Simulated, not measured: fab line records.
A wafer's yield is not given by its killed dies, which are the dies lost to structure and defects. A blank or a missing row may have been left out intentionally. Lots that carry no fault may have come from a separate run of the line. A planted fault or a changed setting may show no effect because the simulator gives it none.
Which of the tools did it? || flow sky130 || 30 wafers from 10 lots sampled at 6 of the route's 708 steps

WHAT THE GAUGES READ, wafer by wafer
SKY_VIA4_BOW_MEAS_03. Usual: VIA4_BOW gives 79 um (standard deviation 8.7).
{"lot": "L986", "measured": "day 43 15:16", "on": "filmMetro-01", "VIA4_BOW (um)": "74 91 82", "flag": ""}
{"lot": "L987", "measured": "day 44 09:41", "on": "filmMetro-03", "VIA4_BOW (um)": "64 76 86", "flag": ""}
{"lot": "L988", "measured": "day 44 20:44", "on": "filmMetro-01", "VIA4_BOW (um)": "79 87 91", "flag": ""}
{"lot": "L989", "measured": "day 45 02:44", "on": "filmMetro-03", "VIA4_BOW (um)": "84 71 80", "flag": ""}
{"lot": "L990", "measured": "day 45 07:18", "on": "filmMetro-01", "VIA4_BOW (um)": "82 93 82", "flag": ""}
{"lot": "L991", "measured": "day 45 10:28", "on": "filmMetro-02", "VIA4_BOW (um)": "92 83 76", "flag": ""}
{"lot": "L996", "measured": "day 47 00:17", "on": "filmMetro-02", "VIA4_BOW (um)": "78 80 71", "flag": ""}
{"lot": "L101", "measured": "day 48 03:28", "on": "filmMetro-03", "VIA4_BOW (um)": "79 77 76", "flag": ""}
{"lot": "L102", "measured": "day 48 12:46", "on": "filmMetro-02", "VIA4_BOW (um)": "77 81 76", "flag": ""}
{"lot": "L108", "measured": "day 49 14:48", "on": "filmMetro-03", "VIA4_BOW (um)": "79 92 88", "flag": ""}

SKY_VIA4_OVL_MEAS_11. Usual: VIA4_OVL gives -0.2 nm (standard deviation 1.2).
{"lot": "L986", "measured": "day 44 14:48", "on": "overlay-02", "VIA4_OVL (nm)": "0.4 0.3 1.3", "flag": ""}
{"lot": "L987", "measured": "day 45 08:28", "on": "overlay-02", "VIA4_OVL (nm)": "1.7 -0.2 0.8", "flag": ""}
{"lot": "L988", "measured": "day 45 19:22", "on": "overlay-01", "VIA4_OVL (nm)": "0.7 -1.1 -0.5", "flag": ""}
{"lot": "L989", "measured": "day 46 01:31", "on": "overlay-02", "VIA4_OVL (nm)": "0.8 -0.4 1.1", "flag": ""}
{"lot": "L990", "measured": "day 46 05:53", "on": "overlay-01", "VIA4_OVL (nm)": "0.9 1.5 1.1", "flag": ""}
{"lot": "L991", "measured": "day 46 08:39", "on": "overlay-02", "VIA4_OVL (nm)": "-0.1 -2.7 0.2", "flag": ""}
{"lot": "L996", "measured": "day 47 21:06", "on": "overlay-02", "VIA4_OVL (nm)": "-1.0 1.0 1.2", "flag": ""}
{"lot": "L101", "measured": "day 49 00:05", "on": "overlay-02", "VIA4_OVL (nm)": "0.5 -0.5 0.6", "flag": ""}
{"lot": "L102", "measured": "day 49 09:15", "on": "overlay-02", "VIA4_OVL (nm)": "1.0 1.1 0.3", "flag": ""}
{"lot": "L108", "measured": "day 50 09:24", "on": "overlay-01", "VIA4_OVL (nm)": "-0.1 -0.5 -0.7", "flag": ""}

SKY_VIA4_RS_MEAS_19: measures by four-point-probe. Usual: VIA4_W_RS gives 0.2256 ohm/sq (standard deviation 0.0029).
{"lot": "L986", "measured": "day 44 15:44", "on": "filmMetro-03", "VIA4_W_RS (ohm/sq)": "0.2274 0.2231 0.2270", "flag": ""}
{"lot": "L987", "measured": "day 45 09:25", "on": "filmMetro-01", "VIA4_W_RS (ohm/sq)": "0.2258 0.2260 0.2209", "flag": ""}
{"lot": "L988", "measured": "day 45 20:21", "on": "filmMetro-03", "VIA4_W_RS (ohm/sq)": "0.2253 0.2251 0.2280", "flag": ""}
{"lot": "L989", "measured": "day 46 02:31", "on": "filmMetro-01", "VIA4_W_RS (ohm/sq)": "0.2259 0.2294 0.2242", "flag": ""}
{"lot": "L990", "measured": "day 46 06:49", "on": "filmMetro-03", "VIA4_W_RS (ohm/sq)": "0.2296 0.2250 0.2242", "flag": ""}
{"lot": "L991", "measured": "day 46 09:35", "on": "filmMetro-01", "VIA4_W_RS (ohm/sq)": "0.2257 0.2207 0.2219", "flag": ""}
{"lot": "L996", "measured": "day 47 22:03", "on": "filmMetro-03", "VIA4_W_RS (ohm/sq)": "0.2289 0.2283 0.1751", "flag": "OFF"}
{"lot": "L101", "measured": "day 49 01:01", "on": "filmMetro-03", "VIA4_W_RS (ohm/sq)": "0.1746 0.2247 0.2241", "flag": "OFF"}
{"lot": "L102", "measured": "day 49 10:11", "on": "filmMetro-01", "VIA4_W_RS (ohm/sq)": "0.2204 0.2242 0.2241", "flag": ""}
{"lot": "L108", "measured": "day 50 10:21", "on": "filmMetro-03", "VIA4_W_RS (ohm/sq)": "0.2228 0.2259 0.2218", "flag": ""}

SKY_VIA4_THK_MEAS_20: measures by xrf. Usual: VIA4_W_THK gives 508 nm (standard deviation 6.4).
{"lot": "L986", "measured": "day 44 15:50", "on": "filmMetro-03", "VIA4_W_THK (nm)": "506 511 504", "flag": ""}
{"lot": "L987", "measured": "day 45 09:31", "on": "filmMetro-01", "VIA4_W_THK (nm)": "503 504 516", "flag": ""}
{"lot": "L988", "measured": "day 45 20:27", "on": "filmMetro-03", "VIA4_W_THK (nm)": "511 509 501", "flag": ""}
{"lot": "L989", "measured": "day 46 02:36", "on": "filmMetro-01", "VIA4_W_THK (nm)": "509 503 513", "flag": ""}
{"lot": "L990", "measured": "day 46 06:56", "on": "filmMetro-03", "VIA4_W_THK (nm)": "498 510 510", "flag": ""}
{"lot": "L991", "measured": "day 46 09:42", "on": "filmMetro-01", "VIA4_W_THK (nm)": "509 521 516", "flag": ""}
{"lot": "L996", "measured": "day 47 22:10", "on": "filmMetro-03", "VIA4_W_THK (nm)": "502 502 657", "flag": "OFF"}
{"lot": "L101", "measured": "day 49 01:08", "on": "filmMetro-03", "VIA4_W_THK (nm)": "662 510 512", "flag": "OFF"}
{"lot": "L102", "measured": "day 49 10:18", "on": "filmMetro-01", "VIA4_W_THK (nm)": "519 513 508", "flag": ""}
{"lot": "L108", "measured": "day 50 10:28", "on": "filmMetro-03", "VIA4_W_THK (nm)": "516 504 518", "flag": ""}

WHAT TOOL EACH LOT RAN ON (gives the tool, then ch and the chambers of the sampled wafers, and finally the start)
{"lot": "L986", "SKY_METAL4_METAL_ETCH_18": "rieMetal-03 ch 0,1, day 43 13:49", "SKY_VIA4_CVD_18": "cvdW-02 ch 0,1, day 44 15:33"}
{"lot": "L987", "SKY_METAL4_METAL_ETCH_18": "rieMetal-04 ch 0,1, day 44 08:22", "SKY_VIA4_CVD_18": "cvdW-01 ch 0,1, day 45 09:16"}
{"lot": "L988", "SKY_METAL4_METAL_ETCH_18": "rieMetal-03 ch 0,1, day 44 19:22", "SKY_VIA4_CVD_18": "cvdW-02 ch 0,1, day 45 20:13"}
{"lot": "L989", "SKY_METAL4_METAL_ETCH_18": "rieMetal-01 ch 0,1, day 45 01:25", "SKY_VIA4_CVD_18": "cvdW-01 ch 0,1, day 46 02:21"}
{"lot": "L990", "SKY_METAL4_METAL_ETCH_18": "rieMetal-03 ch 0,1, day 45 05:54", "SKY_VIA4_CVD_18": "cvdW-02 ch 0,1, day 46 06:40"}
{"lot": "L991", "SKY_METAL4_METAL_ETCH_18": "rieMetal-03 ch 0,1, day 45 09:07", "SKY_VIA4_CVD_18": "cvdW-01 ch 0,1, day 46 09:26"}
{"lot": "L996", "SKY_METAL4_METAL_ETCH_18": "rieMetal-01 ch 0,1, day 46 22:56", "SKY_VIA4_CVD_18": "cvdW-02 ch 0,1, day 47 21:54"}
{"lot": "L101", "SKY_METAL4_METAL_ETCH_18": "rieMetal-01 ch 0,1, day 48 02:09", "SKY_VIA4_CVD_18": "cvdW-02 ch 0,1, day 49 00:52"}
{"lot": "L102", "SKY_METAL4_METAL_ETCH_18": "rieMetal-01 ch 0,1, day 48 11:24", "SKY_VIA4_CVD_18": "cvdW-01 ch 0,1, day 49 10:01"}
{"lot": "L108", "SKY_METAL4_METAL_ETCH_18": "rieMetal-03 ch 0,1, day 49 13:22", "SKY_VIA4_CVD_18": "cvdW-01 ch 0, day 50 10:11"}
- SKY_METAL4_METAL_ETCH_18: etches the open film in Cl2/BCl3, stops on SiO2, target depth 845 nm, time 183.1 s.
- SKY_VIA4_CVD_18: deposits W, target thk 505 nm, time 152.14 s.

AS READ BY THE TOOLS THEMSELVES (means over the sampled wafers that have a number; for cases with no such wafer, the mark the record gives instead)
SKY_METAL4_METAL_ETCH_18. Usual: drypumpMotorCurrentA 6.0 A, standard deviation 0.41; oesProductAu 0.865 a.u., standard deviation 0.0056; throttleValvePct 22.263 %, standard deviation 0.0094.
{"lot": "L986", "tool": "rieMetal-03", "drypumpMotorCurrentA (A)": 6.1, "oesProductAu (a.u.)": 0.867, "throttleValvePct (%)": 22.271, "flag": ""}
{"lot": "L987", "tool": "rieMetal-04", "drypumpMotorCurrentA (A)": 5.9, "oesProductAu (a.u.)": 0.872, "throttleValvePct (%)": 22.250, "flag": ""}
{"lot": "L988", "tool": "rieMetal-03", "drypumpMotorCurrentA (A)": 6.1, "oesProductAu (a.u.)": 0.868, "throttleValvePct (%)": 22.257, "flag": ""}
{"lot": "L989", "tool": "rieMetal-01", "drypumpMotorCurrentA (A)": 5.5, "oesProductAu (a.u.)": 0.859, "throttleValvePct (%)": 22.261, "flag": ""}
{"lot": "L990", "tool": "rieMetal-03", "drypumpMotorCurrentA (A)": 6.1, "oesProductAu (a.u.)": 0.867, "throttleValvePct (%)": 22.259, "flag": ""}
{"lot": "L991", "tool": "rieMetal-03", "drypumpMotorCurrentA (A)": 6.4, "oesProductAu (a.u.)": 0.860, "throttleValvePct (%)": 22.257, "flag": ""}
{"lot": "L996", "tool": "rieMetal-01", "drypumpMotorCurrentA (A)": 5.5, "oesProductAu (a.u.)": 0.861, "throttleValvePct (%)": 22.273, "flag": ""}
{"lot": "L101", "tool": "rieMetal-01", "drypumpMotorCurrentA (A)": 5.8, "oesProductAu (a.u.)": 0.868, "throttleValvePct (%)": 22.267, "flag": ""}
{"lot": "L102", "tool": "rieMetal-01", "drypumpMotorCurrentA (A)": 5.5, "oesProductAu (a.u.)": 0.864, "throttleValvePct (%)": 22.250, "flag": ""}
{"lot": "L108", "tool": "rieMetal-03", "drypumpMotorCurrentA (A)": 6.1, "oesProductAu (a.u.)": 0.859, "throttleValvePct (%)": 22.261, "flag": ""}

SKY_VIA4_CVD_18. Usual: heaterPowerW 811 W, standard deviation 81; susceptorTempC 400.01 C, standard deviation 0.24.
{"lot": "L986", "tool": "cvdW-02", "heaterPowerW (W)": 886, "susceptorTempC (C)": 399.90, "flag": ""}
{"lot": "L987", "tool": "cvdW-01", "heaterPowerW (W)": 769, "susceptorTempC (C)": 400.05, "flag": ""}
{"lot": "L988", "tool": "cvdW-02", "heaterPowerW (W)": 841, "susceptorTempC (C)": 400.26, "flag": ""}
{"lot": "L989", "tool": "cvdW-01", "heaterPowerW (W)": 739, "susceptorTempC (C)": 400.07, "flag": ""}
{"lot": "L990", "tool": "cvdW-02", "heaterPowerW (W)": 841, "susceptorTempC (C)": 400.08, "flag": ""}
{"lot": "L991", "tool": "cvdW-01", "heaterPowerW (W)": 771, "susceptorTempC (C)": 399.89, "flag": ""}
{"lot": "L996", "tool": "cvdW-02", "heaterPowerW (W)": 866, "susceptorTempC (C)": 404.76, "flag": "OFF"}
{"lot": "L101", "tool": "cvdW-02", "heaterPowerW (W)": 877, "susceptorTempC (C)": 404.91, "flag": "OFF"}
{"lot": "L102", "tool": "cvdW-01", "heaterPowerW (W)": 770, "susceptorTempC (C)": 400.00, "flag": ""}
{"lot": "L108", "tool": "cvdW-01", "heaterPowerW (W)": 689, "susceptorTempC (C)": 400.55, "flag": ""}

THE ANSWER, worked out from the rows above alone
Rule: take the mean of a lot's wafers that have a number; if it is more than 3 standard deviations from the usual mean, the lot is off. Also off: a lot with no number at a reading for which 4 or more lots have one. Any other lot the step has rows for is counted as sound. The gauges are gone through in route order, then the tools' own readings, and for those a lot's mean is taken as printed above. The first step at which some lot is off is used, and at that step the reading that is off furthest; a lot without a number counts as furthest.
Off: at SKY_VIA4_RS_MEAS_19 (VIA4_W_RS), L996, L101.
A tool fits if, at a process step before that reading, it ran every lot that is off, and no sound lot after the first of them. The gauges at SKY_VIA4_RS_MEAS_19 aren't tried: what is off there is off at SKY_VIA4_CVD_18 too, on other tools, and a gauge's error can't cause that. One candidate fits, namely cvdW-02 at SKY_VIA4_CVD_18. Its last sound lot is L990 (day 46 06:40), its first lot that is off L996 (day 47 21:54): a fault that began between those two fits.
On the lots that are off, the tool's own readings at SKY_VIA4_CVD_18 differ by more than 5 times the standard deviation of the sound lots' means, which bears it out; susceptorTempC reads 404.84 C there versus 400.10 C on the sound lots.

WHAT WAS PUT IN BY THE SIMULATOR
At SKY_VIA4_CVD_18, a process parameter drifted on cvdW-02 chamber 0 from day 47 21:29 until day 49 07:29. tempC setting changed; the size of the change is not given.
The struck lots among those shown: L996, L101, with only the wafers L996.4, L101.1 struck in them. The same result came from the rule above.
